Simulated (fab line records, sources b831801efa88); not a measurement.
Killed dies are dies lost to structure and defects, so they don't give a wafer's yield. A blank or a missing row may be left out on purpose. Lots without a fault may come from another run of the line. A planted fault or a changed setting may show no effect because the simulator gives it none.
A struck lot beside a sound one | flow sfq_line | 37 steps out of a route of 325
Sound: wafers L775.1, L775.2, L775.3. Struck: wafer L783.4. (L783.1, L783.6 of the same lot were not struck and are left out.) The cause comes at the end.
At each step with rows: each side's tool, then ch and its chambers, then its first start. Under that, the readings that differ: sound wafers | struck wafers | difference of the means | sigmas: that difference in standard deviations of wafers without a fault.
alike: readings whose means differ by less than 2 such deviations, and words and numbers that are the same on both sides. not compared: withheld readings, readings that some wafer has no value for, bounds like >300 that may hide the same value, and numbers for which the record gives no deviation and whose values overlap.
The two part at a step that has a row with sigmas, a row that says differs or no value, or rows on one side only. Numbers that don't overlap but have no deviation are shown without sigmas and don't part them. A reading that every wafer of one side lacks parts them only if that side has two wafers or more.

SFQ_R5_THK_MEAS_934: measures by xrf.
  sound on film_metro-01, day 49 19:53; struck on film_metro-03, day 53 11:09
  alike: R5_MONX_THK
then, 6 steps without rows for these wafers: SFQ_TRILAYER_R5_LITHO_COAT_141 (resist thk 62 nm); SFQ_TRILAYER_R5_LITHO_COAT_136 (resist thk 600 nm); SFQ_TRILAYER_R5_LITHO_SOFTBAKE_140; SFQ_TRILAYER_R5_LITHO_EXPOSE_137 (exposes mask R5, target cd 500 nm); SFQ_TRILAYER_R5_LITHO_PEB_139 (peb time 60 s); SFQ_TRILAYER_R5_LITHO_DEVELOP_138 (time 60 s).
-- the record jumps here: 6 days lie between the struck wafers' starts before and after --
SFQ_R5_OVL_MEAS_935:
  sound on overlay-02, day 55 08:18; struck on overlay-01, day 59 14:28
  alike: R5_OVL
then, 2 steps without rows for these wafers: SFQ_TRILAYER_R5_BARC_OPEN_METAL_ETCH_177 (etches BARC in O2, target depth 125 nm, time 41.7 s); SFQ_TRILAYER_R5_ETCH_METAL_ETCH_139 (etches the open film in Cl2, stops on SiO2, target depth 60 nm, time 40 s).
SFQ_TRILAYER_R5_STRIP_STRIP_140: strips in O2.
  sound on rie_metal-03 ch 0,1, day 55 08:27; struck on rie_metal-03 ch 1, day 59 14:37
  alike: drypump_motor_current_A, oes_product_au
  not compared: rf_hours_counter_h
then, 1 step without rows for these wafers: SFQ_TRILAYER_R5_STRIP_SOLV_CLEAN_141 (cleans in NMP, time 600 s).
SFQ_TRILAYER_A5C_DEP_PECVD_142: deposits SiO2 from SiH4/N2O, time 15.556 s, target thk 70 nm.
  sound on pecvd-04 ch 0,1,2, day 55 09:14; struck on pecvd-02 ch 2, day 59 15:23
  reading                                              | sound             | struck | difference | sigmas
  model.SiO2_of_TRILAYER_A5C_DEP_PECVD_142.thk_nm (nm) | 69.52 69.73 69.59 | 97.27  | +27.66     |
  alike: heater_power_w, showerhead_vpp_V, throttle_valve_pct
then, 6 steps without rows for these wafers: SFQ_TRILAYER_I5_LITHO_COAT_149 (resist thk 62 nm); SFQ_TRILAYER_I5_LITHO_COAT_144 (resist thk 650 nm); SFQ_TRILAYER_I5_LITHO_SOFTBAKE_148; SFQ_TRILAYER_I5_LITHO_EXPOSE_145 (exposes mask I5, target cd 700 nm); SFQ_TRILAYER_I5_LITHO_PEB_147 (peb time 60 s); SFQ_TRILAYER_I5_LITHO_DEVELOP_146 (time 60 s).
-- the record jumps here: 6 days lie between the struck wafers' starts before and after --
SFQ_I5_OVL_MEAS_936:
  sound on overlay-01, day 61 14:47; struck on overlay-02, day 65 10:01
  alike: I5_OVL
SFQ_TRILAYER_I5_BARC_OPEN_VIA_ETCH_200: etches BARC in O2, target depth 125 nm, time 41.7 s.
  sound on rie_diel-01 ch 0,1,3, day 61 14:49; struck on rie_diel-02 ch 2, day 65 10:04
  alike: drypump_motor_current_A, oes_product_au
  not compared: rf_hours_counter_h
then, 1 step without rows for these wafers: SFQ_TRILAYER_I5_ETCH_VIA_ETCH_147 (etches the open film in CHF3, stops on Nb, target depth 360 nm).
SFQ_TRILAYER_I5_STRIP_STRIP_148: strips in O2.
  sound on rie_metal-04 ch 0,1, day 61 15:00; struck on rie_metal-01 ch 1, day 65 10:15
  reading               | sound             | struck | difference | sigmas
  oes_product_au (a.u.) | 0.983 0.994 0.993 | 1.008  | +0.018     | +2
  alike: drypump_motor_current_A
  not compared: rf_hours_counter_h
then, 7 steps without rows for these wafers: SFQ_TRILAYER_I5_STRIP_SOLV_CLEAN_149 (cleans in NMP, time 600 s); SFQ_TRILAYER_C5_LITHO_COAT_156 (resist thk 62 nm); SFQ_TRILAYER_C5_LITHO_COAT_151 (resist thk 650 nm); SFQ_TRILAYER_C5_LITHO_SOFTBAKE_155; SFQ_TRILAYER_C5_LITHO_EXPOSE_152 (exposes mask C5, target cd 500 nm); SFQ_TRILAYER_C5_LITHO_PEB_154 (peb time 60 s); SFQ_TRILAYER_C5_LITHO_DEVELOP_153 (time 60 s).
-- the record jumps here: 5 days lie between the struck wafers' starts before and after --
SFQ_C5_OVL_MEAS_937:
  sound on overlay-02, day 66 19:45; struck on overlay-02, day 70 14:54
  alike: C5_OVL
SFQ_TRILAYER_C5_BARC_OPEN_VIA_ETCH_210: etches BARC in O2, target depth 125 nm, time 41.7 s.
  sound on rie_diel-02 ch 0,1,3, day 66 19:47; struck on rie_diel-03 ch 3, day 70 14:56
  reading               | sound             | struck | difference | sigmas
  oes_product_au (a.u.) | 0.690 0.685 0.693 | 0.678  | -0.011     | -3
  alike: drypump_motor_current_A
  not compared: rf_hours_counter_h
SFQ_TRILAYER_C5_ETCH_VIA_ETCH_154: etches SiO2 in CHF3, stops on Nb, target depth 84 nm.
  sound on rie_diel-02 ch 0,1,3, day 66 19:49; struck on rie_diel-03 ch 3, day 70 14:59
  reading                        | sound             | struck | difference | sigmas
  oes_product_au (a.u.)          | 0.893 0.897 0.889 | 1.006  | +0.113     | +15
  model.C5.feature_depth_nm (nm) | 69.52 69.73 69.59 | 85.4   | +15.8      |
  model.etch.depth_nm (nm)       | 69.52 69.73 69.59 | 85.4   | +15.8      |
  alike: drypump_motor_current_A
then, 2 steps without rows for these wafers: SFQ_TRILAYER_C5_STRIP_STRIP_155 (strips in O2); SFQ_TRILAYER_C5_STRIP_SOLV_CLEAN_156 (cleans in NMP, time 600 s).
SFQ_TRILAYER_M6_DEP_PRE_CLEAN_158: time 22.5 s.
  sound on pvd_sputter-05, day 66 20:39; struck on pvd_sputter-04, day 70 15:48
  reading                                              | sound             | struck | difference | sigmas
  model.SiO2_of_TRILAYER_A5C_DEP_PECVD_142.thk_nm (nm) | 62.02 62.23 62.09 | 89.77  | +27.66     |
  alike: bias_v
SFQ_TRILAYER_M6_DEP_SPUTTER_157: material Nb, target thk 200 nm, time 133.3 s.
  sound on pvd_sputter-05, day 66 20:40; struck on pvd_sputter-04, day 70 15:50
  alike: throttle_valve_pct

WHERE THEY PART
First at SFQ_TRILAYER_I5_STRIP_STRIP_148; last, within this record, at SFQ_TRILAYER_C5_ETCH_VIA_ETCH_154. Later steps at which nothing parts them and some readings are alike: SFQ_TRILAYER_M6_DEP_PRE_CLEAN_158, SFQ_TRILAYER_M6_DEP_SPUTTER_157.

WHY: what the simulator had put in
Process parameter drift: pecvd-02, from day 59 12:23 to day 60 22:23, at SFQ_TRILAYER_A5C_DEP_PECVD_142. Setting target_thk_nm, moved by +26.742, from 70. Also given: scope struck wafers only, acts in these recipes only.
